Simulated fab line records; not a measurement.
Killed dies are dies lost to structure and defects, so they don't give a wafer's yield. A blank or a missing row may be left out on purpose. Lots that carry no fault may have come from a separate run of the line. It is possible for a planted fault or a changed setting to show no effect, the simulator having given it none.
What tool caused it? | flow sky130 | 10 lots with 30 wafers sampled at 4 steps, on a route of 708 steps

## WHAT THE GAUGES SHOWED, per wafer
SKY_CAPM_THK_MEAS_01.
lot  | measured     | on            | CAPM_CVD_00_THK (nm)
L839 | day 36 12:23 | film_metro-04 | 15.41 15.58 15.55
L840 | day 36 14:43 | film_metro-04 | 15.58 15.27 15.38
L841 | day 37 00:40 | film_metro-04 | 15.27 15.45 15.74
L843 | day 37 20:08 | film_metro-03 | 20.87 21.27 21.36
L844 | day 38 00:13 | film_metro-03 | 15.66 15.33 15.81
L845 | day 38 16:19 | film_metro-04 | 21.14 21.78 21.26
L857 | day 42 05:47 | film_metro-04 | 15.22 15.55 15.52
L860 | day 42 14:51 | film_metro-03 | 15.21 15.36 16.17
L861 | day 43 06:21 | film_metro-03 | 15.38 15.16 15.63
L862 | day 43 08:10 | film_metro-04 | 15.46 15.76 15.70

## WHICH TOOL RAN EACH LOT (tool, then ch and the chambers of the sampled wafers, then the start)
lot  | SKY_METAL2_METAL_ETCH_19          | SKY_VIA2_ETCH_15                   | SKY_CAPM_CVD_00
L839 | rie_metal-02 ch 1, day 35 06:11   | rie_diel-01 ch 1,2, day 36 10:49   | pecvd-01 ch 0,1,2, day 36 12:21
L840 | rie_metal-03 ch 0,1, day 35 10:08 | rie_diel-04 ch 0,1,2, day 36 13:11 | pecvd-03 ch 0,2, day 36 14:41
L841 | rie_metal-02 ch 0,1, day 35 19:50 | rie_diel-04 ch 0,1,2, day 36 23:08 | pecvd-01 ch 0,1,2, day 37 00:38
L843 | rie_metal-02 ch 0,1, day 36 14:41 | rie_diel-04 ch 1,2,3, day 37 18:29 | pecvd-01 ch 0,1,2, day 37 20:07
L844 | rie_metal-02 ch 1, day 36 18:50   | rie_diel-01 ch 0,2, day 37 22:32   | pecvd-03 ch 1,2, day 38 00:11
L845 | rie_metal-02 ch 0,1, day 37 11:47 | rie_diel-01 ch 0,1,3, day 38 14:47 | pecvd-01 ch 0,2, day 38 16:17
L857 | rie_metal-02 ch 0,1, day 41 01:53 | rie_diel-04 ch 0,2,3, day 42 04:17 | pecvd-03 ch 1,2, day 42 05:46
L860 | rie_metal-04 ch 0,1, day 41 12:37 | rie_diel-04 ch 0,1,2, day 42 13:19 | pecvd-01 ch 0,1, day 42 14:48
L861 | rie_metal-02 ch 0,1, day 42 03:56 | rie_diel-04 ch 0,2,3, day 43 04:50 | pecvd-01 ch 0,2, day 43 06:19
L862 | rie_metal-03 ch 0,1, day 42 05:41 | rie_diel-03 ch 1,3, day 43 06:35   | pecvd-01 ch 0,2, day 43 08:07
- SKY_METAL2_METAL_ETCH_19: etches the open film in Cl2/BCl3, stops on SiO2, target depth 360 nm, time 78 s.
- SKY_VIA2_ETCH_15: etches SiO2 in C4F8/O2/Ar, stops on TiN, target depth 546 nm, time 84 s.
- SKY_CAPM_CVD_00: deposits SiO2, target thk 15.5 nm.

## AS READ BY THE TOOLS THEMSELVES (means over the sampled wafers that have a number; for cases with no such wafer, the mark the record gives instead)
SKY_METAL2_METAL_ETCH_19.
lot  | tool         | bcl3_flow_sccm (sccm) | bias_w (W) | drypump_motor_current_A (A) | oes_product_au (a.u.) | throttle_valve_pct (%)
L839 | rie_metal-02 | 29.99                 | 48.20      | 5.7                         | 0.855                 | 22.253
L840 | rie_metal-03 | 29.98                 | 48.54      | 5.7                         | 0.862                 | 22.258
L841 | rie_metal-02 | 30.01                 | 48.56      | 5.1                         | 0.852                 | 22.261
L843 | rie_metal-02 | 30.09                 | 48.58      | 5.4                         | 0.853                 | 22.262
L844 | rie_metal-02 | 29.90                 | 48.38      | 5.7                         | 0.861                 | 22.261
L845 | rie_metal-02 | 30.11                 | 48.47      | 5.3                         | 0.846                 | 22.261
L857 | rie_metal-02 | 29.98                 | 48.54      | 5.4                         | 0.858                 | 22.266
L860 | rie_metal-04 | 30.02                 | 48.49      | 6.1                         | 0.860                 | 22.269
L861 | rie_metal-02 | 30.01                 | 48.44      | 5.1                         | 0.848                 | 22.269
L862 | rie_metal-03 | 29.99                 | 48.55      | 5.8                         | 0.848                 | 22.276

SKY_VIA2_ETCH_15.
lot  | tool        | bias_w (W) | oes_product_au (a.u.)
L839 | rie_diel-01 | 1203       | 0.946
L840 | rie_diel-04 | 1201       | 0.935
L841 | rie_diel-04 | 1198       | 0.940
L843 | rie_diel-04 | 1198       | 0.944
L844 | rie_diel-01 | 1203       | 0.934
L845 | rie_diel-01 | 1199       | 0.943
L857 | rie_diel-04 | 1201       | 0.937
L860 | rie_diel-04 | 1202       | 0.934
L861 | rie_diel-04 | 1198       | 0.937
L862 | rie_diel-03 | 1196       | 0.938

SKY_CAPM_CVD_00.
lot  | tool     | heater_power_w (W)
L839 | pecvd-01 | 778
L840 | pecvd-03 | 647
L841 | pecvd-01 | 695
L843 | pecvd-01 | 729
L844 | pecvd-03 | 717
L845 | pecvd-01 | 745
L857 | pecvd-03 | 764
L860 | pecvd-01 | 722
L861 | pecvd-01 | 712
L862 | pecvd-01 | 709

## THE ANSWER, worked out from the rows above alone
Rule: the lots themselves supply what counts as usual. Put in order of their means at a reading, lots are off if they are a third of the lots or fewer, leave a main group of 4 or more, and stand apart from it by a gap of 3 or more times the standard deviation of the main group's means; of several such gaps the widest counts. The tables above print the reading to a certain number of digits; a main group whose means all agree to those digits is not used. A lot without any number at a reading at which 4 lots or more have one is off too. Any other lot the step has rows for is counted as sound. After the gauges, taken in route order, come the tools' own readings; for these a lot's mean is taken, as printed above. At the first step where some lot is off, the reading lying furthest off is the one used; lots without a number count as furthest.
Off: at SKY_CAPM_THK_MEAS_01 (CAPM_CVD_00_THK), L843, L845. Mean 15.51 nm and standard deviation 0.087 in the main group.
A tool fits if, at a process step before that reading, it ran every lot that is off, and no sound lot after the first of them. Gauges at SKY_CAPM_THK_MEAS_01: tried the same way as those tools. None of those tried fits.

## WHAT WAS PUT IN BY THE SIMULATOR
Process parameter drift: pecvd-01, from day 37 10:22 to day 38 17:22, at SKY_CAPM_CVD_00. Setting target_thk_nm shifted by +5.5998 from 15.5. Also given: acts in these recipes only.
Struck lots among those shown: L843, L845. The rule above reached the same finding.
